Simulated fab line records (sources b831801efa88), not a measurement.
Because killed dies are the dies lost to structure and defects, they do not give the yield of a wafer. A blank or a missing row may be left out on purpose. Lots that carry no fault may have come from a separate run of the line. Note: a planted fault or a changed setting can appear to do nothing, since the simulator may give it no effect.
Matching of chambers | flow gf180mcu | 3 sister chambers for GF_V3_CVD_02 on pecvd-02
The step deposits SiO2 from TEOS, target thk 850 nm, time 94.851 s. 24 wafers are shown with their chamber, then 12 later ones without.

## WAFERS, EACH WITH ITS CHAMBER
wafer  | chamber | heater_power_w (W)
L074.1 | 0       | 630
L074.3 | 1       | 639
L074.5 | 2       | 607
L075.1 | 1       | 771
L075.4 | 0       | 688
L075.6 | 1       | 610
L076.2 | 2       | 547
L076.3 | 1       | 697
L076.4 | 1       | 744
L077.1 | 0       | 665
L077.2 | 1       | 678
L077.3 | 2       | 521
L079.1 | 1       | 645
L079.2 | 0       | 597
L079.5 | 0       | 660
L081.1 | 1       | 729
L081.2 | 0       | 572
L081.3 | 2       | 521
L081.4 | 1       | 754
L081.5 | 2       | 552
L081.6 | 0       | 641
L083.1 | 1       | 657
L083.2 | 0       | 583
L083.3 | 2       | 558

SIGNATURES (averages over the wafers above)
reading        | chamber 0 | chamber 1 | chamber 2 | scatter within a chamber
heater_power_w | 629.50    | 692.40    | 551.00    | 46.1
Rule: distance of a wafer from a chamber = root of the sum over the readings of ((wafer's reading minus chamber's mean) / reading's scatter) squared. If the next closest chamber is less than 2 further off than the closest, the wafer can't be placed; otherwise it belongs to the closest. The scatter is the square root of a quotient: the sum, over the shown wafers, of each reading's squared deviation from its chamber's mean, divided by wafers minus chambers.

## WAFERS WITHOUT THEIR CHAMBER
wafer  | heater_power_w (W)
L083.4 | 705
L083.5 | 646
L083.6 | 587
L088.1 | 669
L088.2 | 731
L088.3 | 790
L088.4 | 535
L088.5 | 600
L088.6 | 596
L093.1 | 674
L093.5 | 722
L093.6 | 556

## EACH ONE'S CHAMBER
wafer  | from the rows above          | in truth
L083.4 | can't be placed: 1 or 0      | 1
L083.5 | can't be placed: 0 or 1 or 2 | 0
L083.6 | can't be placed: 2 or 0 or 1 | 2
L088.1 | can't be placed: 1 or 0      | 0
L088.2 | can't be placed: 1 or 0      | 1
L088.3 | can't be placed: 1 or 0      | 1
L088.4 | can't be placed: 2 or 0      | 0
L088.5 | can't be placed: 0 or 2 or 1 | 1
L088.6 | can't be placed: 0 or 2 or 1 | 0
L093.1 | can't be placed: 1 or 0      | 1
L093.5 | can't be placed: 1 or 0      | 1
L093.6 | can't be placed: 2 or 0      | 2
Correct placement for 0 of the 12. Cannot be placed on the basis of these rows: 12; the candidates contain the true chamber in 12. Placed wrongly: 0.
